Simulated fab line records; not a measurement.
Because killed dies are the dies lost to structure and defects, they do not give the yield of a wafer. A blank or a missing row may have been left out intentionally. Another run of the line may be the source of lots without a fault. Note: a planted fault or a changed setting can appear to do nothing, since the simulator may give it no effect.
Which tool did it? + flow gf180mcu + Sampling: 6 lots, 18 wafers, 2 of 602 route steps

WHAT THE GAUGES SHOWED, per wafer
GF_HV_LDD_RS_MEAS_53: a four-point-probe measurement.
| lot  | measured     | on            | HV_LDD_RS (ohm/sq) |
|------|--------------|---------------|--------------------|
| L907 | day 13 12:19 | film-metro-01 | 418.5 418.6 418.7  |
| L910 | day 14 15:07 | film-metro-04 | 417.9 417.4 417.8  |
| L911 | day 15 02:21 | film-metro-01 | 419.7 419.6 419.4  |
| L915 | day 16 07:44 | film-metro-04 | 417.6 417.6 418.7  |
| L917 | day 16 22:07 | film-metro-03 | 450.6 451.7 450.1  |
| L924 | day 19 01:27 | film-metro-01 | 417.9 418.5 418.7  |

WHAT TOOL EACH LOT RAN ON (gives the tool, then ch and the chambers of the sampled wafers, and finally the start)
| lot  | GF_HV_LDD_IMPLANT_09            |
|------|---------------------------------|
| L907 | implanter-03 ch 0, day 11 01:14 |
| L910 | implanter-04 ch 0, day 12 00:55 |
| L911 | implanter-04 ch 0, day 12 10:47 |
| L915 | implanter-03 ch 0, day 13 14:06 |
| L917 | implanter-03 ch 0, day 14 03:01 |
| L924 | implanter-04 ch 0, day 16 02:15 |
- GF_HV_LDD_IMPLANT_09

THE ANSWER, worked out from the rows above alone
Rule: usual is defined by the lots themselves. Put in order of their means at a reading, lots are off if they are a third of the lots or fewer, leave a main group of 4 or more, and stand apart from it by a gap of 3 or more times the standard deviation of the main group's means; of several such gaps the widest counts. If all means in a main group match to the digits the tables above print for the reading, that group is not used. A lot without any number at a reading at which 4 lots or more have one is off too. Where the step has rows for the other lots, those lots are counted as sound.
Off: L917, seen at GF_HV_LDD_RS_MEAS_53 (HV_LDD_RS). The main group: mean 418.4 ohm/sq, standard deviation 0.64.
A tool fits if, at a process step before that reading, it ran every lot that is off, and no sound lot after the first of them. The gauges at GF_HV_LDD_RS_MEAS_53 are tried like those tools. 2 tools fit, implanter-03 at GF_HV_LDD_IMPLANT_09 and film-metro-03 at GF_HV_LDD_RS_MEAS_53, so this cannot tell which one it is.

WHAT THE SIMULATOR PUT IN
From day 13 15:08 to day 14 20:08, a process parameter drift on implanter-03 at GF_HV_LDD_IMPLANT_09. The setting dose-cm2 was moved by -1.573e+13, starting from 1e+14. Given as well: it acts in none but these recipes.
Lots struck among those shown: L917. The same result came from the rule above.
